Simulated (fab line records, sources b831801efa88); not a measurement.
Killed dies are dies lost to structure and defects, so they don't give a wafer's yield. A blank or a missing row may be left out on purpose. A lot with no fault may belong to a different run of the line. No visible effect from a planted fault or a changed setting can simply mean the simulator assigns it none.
Chamber matching | flow sky130 | SKY_CAP2M_CVD_00 on pecvd-03: 3 sister chambers
The step deposits SiO2, target thk 15.5 nm. 6 wafers are shown with their chamber, then 12 later ones without.

WAFERS, EACH WITH ITS CHAMBER
wafer  | chamber | heater-power-w (W) | rf-fwd-power-W (W)
L089.3 | 2       | 660                | 441.7
L090.3 | 2       | 578                | 442.9
L090.6 | 1       | 719                | 441.8
L091.3 | 0       | 635                | 441.6
L091.5 | 1       | 718                | 441.0
L091.6 | 0       | 627                | 440.2

WAFERS WITHOUT THEIR CHAMBER
wafer  | heater-power-w (W) | rf-fwd-power-W (W)
L092.1 | 544                | 443.0
L092.2 | 708                | 441.8
L092.5 | 541                | 442.3
L095.2 | 665                | 441.7
L095.3 | 562                | 441.1
L095.6 | 563                | 441.5
L096.2 | 631                | 441.2
L096.3 | 683                | 439.5
L096.6 | 574                | 441.5
L097.1 | 671                | 441.3
L097.4 | 651                | 440.1
L097.6 | 648                | 441.3

WHICH CHAMBER EACH ONE RAN IN
wafer  | from the rows above          | in truth
L092.1 | can't be placed: 2 or 0      | 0
L092.2 | can't be placed: 1 or 0      | 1
L092.5 | can't be placed: 2 or 0      | 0
L095.2 | can't be placed: 0 or 2 or 1 | 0
L095.3 | can't be placed: 0 or 2      | 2
L095.6 | can't be placed: 2 or 0      | 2
L096.2 | can't be placed: 0 or 2      | 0
L096.3 | can't be placed: 0 or 1 or 2 | 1
L096.6 | can't be placed: 2 or 0      | 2
L097.1 | can't be placed: 0 or 1 or 2 | 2
L097.4 | can't be placed: 0 or 1 or 2 | 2
L097.6 | can't be placed: 0 or 2 or 1 | 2
0 of 12 placed correctly. Not placeable from these rows: 12 (in 12, the candidates include the true chamber). Wrongly placed: 0.
How it was worked out, from the rows above alone: a wafer's distance from a chamber is the root of the sum, over the readings, of the square of ((its reading less the chamber's mean) divided by the reading's scatter). The wafer belongs to the nearest chamber; if the next one is less than 2 further off, it can't be placed. For every chamber, the mean is computed from those of its wafers that are shown. The scatter: the root of (the sum of the squares of (reading less its chamber's mean) over the shown wafers, divided by (wafers less chambers)).
